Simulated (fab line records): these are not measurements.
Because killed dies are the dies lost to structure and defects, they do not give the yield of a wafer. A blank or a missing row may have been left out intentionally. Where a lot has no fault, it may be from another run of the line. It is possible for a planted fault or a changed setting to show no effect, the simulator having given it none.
A lot that was struck, set against a sound lot || flow sky130 || 28 steps out of a route of 708
Sound: the wafers L622.2, L622.3, L622.6. Struck: wafer L637.4 (L637.2, L637.6, from the same lot, were not struck and are left out); the cause is given at the end.
Per side, at each step with rows, come the tool, then ch with its chambers, and then its first start. Under that, the readings that differ: sound wafers || struck wafers || difference of the means || sigmas: that difference in standard deviations of wafers without a fault.
alike: readings whose means differ by less than 2 such deviations, and words and numbers that are the same on both sides. not compared: withheld readings, readings that some wafer has no value for, bounds like >300 that may hide the same value, and numbers for which the record gives no deviation and whose values overlap.
A row with sigmas, a row that says differs or no value, or rows on one side alone: a step with any of these is where the two part. When numbers do not overlap yet have no deviation, they are printed without sigmas and do not part them. Lack of a reading on every wafer of one side parts them only where that side has two or more wafers.

first, 1 step without rows for these wafers: SKY_VIA4_ETCH_12 (etches SiO2 in C4F8/O2/Ar, stops on TiN, target depth 580 nm).
SKY_VIA4_STRIP_13: strips in O2/N2.
  sound on plasma-asher-04 ch 0,1, day 42 19:59; struck on plasma-asher-01 ch 0, day 46 22:31
  alike: drypump-motor-current-A, oes-product-au, strip-time-to-endpoint-s
  not compared: rf-hours-counter-h
then, 4 steps without rows for these wafers: SKY_VIA4_STRIP_14 (strips in post etch residue remover, time 1200 s); SKY_VIA4_CLEAN_15 (cleans in IPA, time 180 s); SKY_VIA4_CLEAN_16 (cleans in O3/DIW); SKY_VIA4_SPUTTER_17 (material TiN, target thk 20 nm, time 80 s).
SKY_VIA4_CVD_18: deposits W, target thk 505 nm, time 152.14 s.
  sound on cvd-w-02 ch 0,1, day 42 20:39; struck on cvd-w-02 ch 0, day 46 23:10
  alike: heater-power-outer-w, heater-power-w
SKY_VIA4_RS_MEAS_19: measurement is done with a four-point probe.
  sound: film-metro-03 at day 42 20:49; struck: film-metro-03 at day 46 23:20
  alike: VIA4_W_RS
SKY_VIA4_THK_MEAS_20: measures by xrf.
  sound: film-metro-03 at day 42 20:56; struck: film-metro-03 at day 46 23:27
  alike: VIA4_W_THK
then, 2 steps without rows for these wafers: SKY_VIA4_CMP_21 (polishes, stops on SiO2, t overpolish 25 s, target thk 0 nm); SKY_METAL5_SPUTTER_00 (material Ti, target thk 15 nm, time 10 s).
SKY_METAL5_SPUTTER_01: material TiN, target thk 20 nm, time 16.7 s.
  sound: pvd-sputter-03 at day 42 21:20; struck: pvd-sputter-03 at day 46 23:50
  alike: throttle-valve-pct
SKY_METAL5_SPUTTER_02: material AlCu, target thk 1150 nm, time 61.2 s.
  sound: pvd-sputter-03 at day 42 21:21; struck: pvd-sputter-03 at day 46 23:51
{"reading": "model.AlCu_of_METAL5_SPUTTER_02.thk-nm (nm)", "sound": "1145 1158 1148", "struck": 1075, "difference": -75, "sigmas": ""}
  alike: throttle-valve-pct
then, 1 step without rows for these wafers: SKY_METAL5_SPUTTER_03 (material Ti, target thk 5 nm, time 3.3 s).
SKY_METAL5_SPUTTER_04: material TiN, target thk 70 nm, time 58.3 s.
  sound: pvd-sputter-03 at day 42 21:25; struck: pvd-sputter-03 at day 46 23:55
  alike: throttle-valve-pct
SKY_METAL5_RS_MEAS_05: measurement is done with a four-point probe.
  sound: film-metro-03 at day 42 21:29; struck: film-metro-03 at day 46 23:59
{"reading": "METAL5_ALCU_RS (ohm/sq)", "sound": "0.0272 0.0269 0.0271", "struck": 0.0290, "difference": "+0.0019", "sigmas": "+6"}
SKY_METAL5_THK_MEAS_06: measures by xrf.
  sound: film-metro-03 at day 42 21:36; struck: film-metro-03 at day 47 00:06
{"reading": "METAL5_ALCU_THK (nm)", "sound": "1148 1149 1145", "struck": 1068, "difference": -79, "sigmas": -5}
then, 8 steps without rows for these wafers: SKY_METAL5_DEHYDRATE_07 (time 60 s); SKY_METAL5_HMDS_08 (prime time 60 s); SKY_METAL5_COAT_09 (resist thk 1800 nm); SKY_METAL5_SOFTBAKE_10 (time 60 s); SKY_METAL5_EXPOSE_11 (exposes mask MM5, target cd 1600 nm); SKY_METAL5_PEB_12; SKY_METAL5_DEVELOP_13 (develop time 60 s); SKY_METAL5_DESCUM_14 (chemistry O2, time 11 s).
SKY_METAL5_METAL_ETCH_15: etches the open film in Cl2/BCl3, stops on SiO2, target depth 1260 nm, time 252 s.
  sound on rie-metal-04 ch 0,1, day 43 20:16; struck on rie-metal-04 ch 0, day 47 20:23
{"reading": "oes-product-au (a.u.)", "sound": "0.893 0.898 0.900", "struck": 0.879, "difference": -0.018, "sigmas": -3}
  alike: drypump-motor-current-A, throttle-valve-pct
  not compared: rf-hours-counter-h
SKY_METAL5_STRIP_16: strips in O2/N2.
  sound on plasma-asher-04 ch 0,1, day 43 20:29; struck on plasma-asher-02 ch 1, day 47 20:38
  alike: drypump-motor-current-A, oes-product-au, strip-time-to-endpoint-s
  not compared: rf-hours-counter-h
SKY_PAD_OPEN_PROBE_99:
  sound: prober-02 at day 45 19:30; struck: prober-02 at day 49 13:32
{"reading": "sort_bin_3_pad_short (%)", "sound": "0.6 0.6 0.8", "struck": 2.0, "difference": "+1.3", "sigmas": "+3"}
{"reading": "sort_bin_5_function (%)", "sound": "12.4 10.6 11.6", "struck": 7.9, "difference": -3.6, "sigmas": -3}
{"reading": "model.etest.met5.rs-ohm-sq", "sound": "0.02754 0.02708 0.02708", "struck": 0.02896, "difference": "+0.00173", "sigmas": ""}
{"reading": "model.etest.met5.line-ohm-um", "sound": "0.01711 0.01702 0.01698", "struck": 0.01823, "difference": "+0.00119", "sigmas": ""}
  alike: defect-limited-yield, killed_at_M0_to_M3, killed_at_M4_up, killed-at-contacts, killed-at-front-end, killed-at-other, killed-dies, killed-open, killed-short, sort_bin_6_memory, sort-n-pass, sort-yield-pct

WHERE THEY PART
Earliest at SKY_METAL5_RS_MEAS_05; latest, in this record, at SKY_PAD_OPEN_PROBE_99.

WHY: the cause the simulator had injected
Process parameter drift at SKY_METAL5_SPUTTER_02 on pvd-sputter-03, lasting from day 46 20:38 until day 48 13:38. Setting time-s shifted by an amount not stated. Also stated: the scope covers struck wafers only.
